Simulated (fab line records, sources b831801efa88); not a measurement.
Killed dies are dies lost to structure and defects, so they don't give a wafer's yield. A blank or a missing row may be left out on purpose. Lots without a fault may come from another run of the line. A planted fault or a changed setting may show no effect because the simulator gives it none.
Which tool did it? | flow sfq_line | 7 lots, 21 wafers sampled, at 1 step of a route of 325

WHAT THE GAUGES READ, wafer by wafer
SFQ_M5_OVL_MEAS_932.
lot  | measured     | on         | M5_OVL (nm)
L354 | day 59 17:04 | overlay-02 | 5 6 6
L361 | day 65 21:05 | overlay-01 | 2 2 -1
L366 | day 70 06:59 | overlay-01 | -1 7 1
L369 | day 71 14:11 | overlay-02 | -10 0 -1
L371 | day 72 19:14 | overlay-02 | -4 -7 -1
L374 | day 74 19:27 | overlay-01 | 11 5 10
L376 | day 75 11:02 | overlay-02 | -5 3 -2

WHICH TOOL RAN EACH LOT (tool, then ch and the chambers of the sampled wafers, then the start)
The record holds no process step before these readings.

THE ANSWER, worked out from the rows above alone
Rule: what is usual is taken from the lots themselves. Put in order of their means at a reading, lots are off if they are a third of the lots or fewer, leave a main group of 4 or more, and stand apart from it by a gap of 3 or more times the standard deviation of the main group's means; of several such gaps the widest counts. A main group whose means are all the same, to the digits that the tables above print for the reading, isn't used. A lot without any number at a reading at which 4 lots or more have one is off too. The other lots that the step has rows for count as sound.
No lot is off at any reading shown: from this, nothing can be told.

WHAT THE SIMULATOR HAD PUT IN
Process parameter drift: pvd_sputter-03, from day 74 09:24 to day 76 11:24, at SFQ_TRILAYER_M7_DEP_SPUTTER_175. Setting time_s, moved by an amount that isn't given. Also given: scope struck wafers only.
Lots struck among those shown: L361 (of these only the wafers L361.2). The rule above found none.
